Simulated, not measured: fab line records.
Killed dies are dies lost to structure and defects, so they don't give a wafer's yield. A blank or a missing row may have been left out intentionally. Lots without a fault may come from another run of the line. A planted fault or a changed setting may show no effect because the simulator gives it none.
A sampling plan put to the test / flow sky130 / one fab line, 12 faults that these records tell of, each judged on the records of the lots that it struck; 4 more are left out, because the records don't allow judging them
Plan = the line's own looks (route steps where a gauge or an inspection reads the wafer without altering it). Where struck wafers have a number at a look and the file lists that look's usual mean and standard deviation on fault-free wafers, the look can be judged. Caught: the struck wafers' mean, at a look after the fault's first step, is 4 or more of those standard deviations (sigma) away from the usual mean. On the tool: the test repeated on the tool's own readings taken at the fault's steps. Another recipe on the struck wafers, or a record that is blank for them alone, also counts as caught.

== THE FAULTS, as the simulator had put them in ==
1. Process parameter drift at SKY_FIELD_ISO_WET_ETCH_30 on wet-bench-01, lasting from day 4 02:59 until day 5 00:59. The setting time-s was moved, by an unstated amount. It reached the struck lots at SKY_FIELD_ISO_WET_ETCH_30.
2. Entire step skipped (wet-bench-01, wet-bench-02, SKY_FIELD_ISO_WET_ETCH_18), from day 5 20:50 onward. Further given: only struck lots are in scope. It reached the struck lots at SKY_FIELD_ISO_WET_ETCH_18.
3. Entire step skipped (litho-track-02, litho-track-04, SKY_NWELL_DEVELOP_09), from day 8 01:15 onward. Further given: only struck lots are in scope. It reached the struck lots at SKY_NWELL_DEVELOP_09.
4. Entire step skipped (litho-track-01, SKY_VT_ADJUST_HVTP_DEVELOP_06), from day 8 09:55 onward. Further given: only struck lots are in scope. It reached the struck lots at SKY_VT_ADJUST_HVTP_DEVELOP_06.
5. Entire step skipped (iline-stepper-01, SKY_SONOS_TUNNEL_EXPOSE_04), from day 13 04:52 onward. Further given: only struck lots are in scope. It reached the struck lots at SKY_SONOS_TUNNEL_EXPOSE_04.
6. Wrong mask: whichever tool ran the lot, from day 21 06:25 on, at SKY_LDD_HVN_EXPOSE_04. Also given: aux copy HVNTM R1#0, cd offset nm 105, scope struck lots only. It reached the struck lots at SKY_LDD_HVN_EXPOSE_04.
7. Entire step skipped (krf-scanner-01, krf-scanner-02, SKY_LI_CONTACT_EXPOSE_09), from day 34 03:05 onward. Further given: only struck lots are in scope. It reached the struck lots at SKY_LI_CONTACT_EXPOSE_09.
8. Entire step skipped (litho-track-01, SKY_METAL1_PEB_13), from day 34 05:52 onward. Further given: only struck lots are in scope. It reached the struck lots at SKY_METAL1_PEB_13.
9. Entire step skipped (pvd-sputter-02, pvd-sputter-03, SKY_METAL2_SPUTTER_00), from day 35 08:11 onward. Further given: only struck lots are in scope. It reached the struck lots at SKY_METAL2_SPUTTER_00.
10. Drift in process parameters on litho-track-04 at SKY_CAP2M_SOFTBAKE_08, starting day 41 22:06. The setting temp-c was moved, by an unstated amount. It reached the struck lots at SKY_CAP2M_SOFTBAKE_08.
11. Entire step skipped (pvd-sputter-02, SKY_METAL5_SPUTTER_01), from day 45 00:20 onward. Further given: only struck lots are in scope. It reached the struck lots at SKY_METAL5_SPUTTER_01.
12. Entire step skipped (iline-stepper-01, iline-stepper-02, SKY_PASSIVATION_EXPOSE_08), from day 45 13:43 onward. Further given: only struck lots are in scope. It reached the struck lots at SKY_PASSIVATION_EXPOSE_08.

== WHAT THE PLAN SAW ==
fault=1; on the tool itself=run-length-s -6.5 sigma; first look that catches it=not the one look that can be judged after it; reading, sigma=-; median hours from its first step to that look=-; hours from the fault's start to the first struck lot there=-; judged looks passed uncaught=1
fault=2; on the tool itself=the tool's record is blank for the struck wafers; first look that catches it=no look after it can be judged; reading, sigma=-; median hours from its first step to that look=-; hours from the fault's start to the first struck lot there=-; judged looks passed uncaught=0
fault=3; on the tool itself=the tool's record is blank for the struck wafers; first look that catches it=no look after it can be judged; reading, sigma=-; median hours from its first step to that look=-; hours from the fault's start to the first struck lot there=-; judged looks passed uncaught=0
fault=4; on the tool itself=the tool's record is blank for the struck wafers; first look that catches it=no look after it can be judged; reading, sigma=-; median hours from its first step to that look=-; hours from the fault's start to the first struck lot there=-; judged looks passed uncaught=0
fault=5; on the tool itself=no reading that can be judged; first look that catches it=not the one look that can be judged after it; reading, sigma=-; median hours from its first step to that look=-; hours from the fault's start to the first struck lot there=-; judged looks passed uncaught=1
fault=6; on the tool itself=no reading that can be judged; first look that catches it=not the one look that can be judged after it; reading, sigma=-; median hours from its first step to that look=-; hours from the fault's start to the first struck lot there=-; judged looks passed uncaught=1
fault=7; on the tool itself=no reading that can be judged; first look that catches it=no look after it can be judged; reading, sigma=-; median hours from its first step to that look=-; hours from the fault's start to the first struck lot there=-; judged looks passed uncaught=0
fault=8; on the tool itself=no reading that can be judged; first look that catches it=no look after it can be judged; reading, sigma=-; median hours from its first step to that look=-; hours from the fault's start to the first struck lot there=-; judged looks passed uncaught=0
fault=9; on the tool itself=the tool's record is blank for the struck wafers; first look that catches it=no look after it can be judged; reading, sigma=-; median hours from its first step to that look=-; hours from the fault's start to the first struck lot there=-; judged looks passed uncaught=0
fault=10; on the tool itself=heater-power-total-W +22 sigma; first look that catches it=no look after it can be judged; reading, sigma=-; median hours from its first step to that look=-; hours from the fault's start to the first struck lot there=-; judged looks passed uncaught=0
fault=11; on the tool itself=the tool's record is blank for the struck wafers; first look that catches it=no look after it can be judged; reading, sigma=-; median hours from its first step to that look=-; hours from the fault's start to the first struck lot there=-; judged looks passed uncaught=0
fault=12; on the tool itself=no reading that can be judged; first look that catches it=no look after it can be judged; reading, sigma=-; median hours from its first step to that look=-; hours from the fault's start to the first struck lot there=-; judged looks passed uncaught=0
Dash: fault not caught, or number not given in these records.

Caught at a look: 0 of 12. Caught on the tool: 7 of 12. By one or the other: 7 of 12.
Faults 1, 2, 3, 4, 9, 10, 11 were caught on the tool alone.
Caught by neither: faults 5, 6, 7, 8, 12.
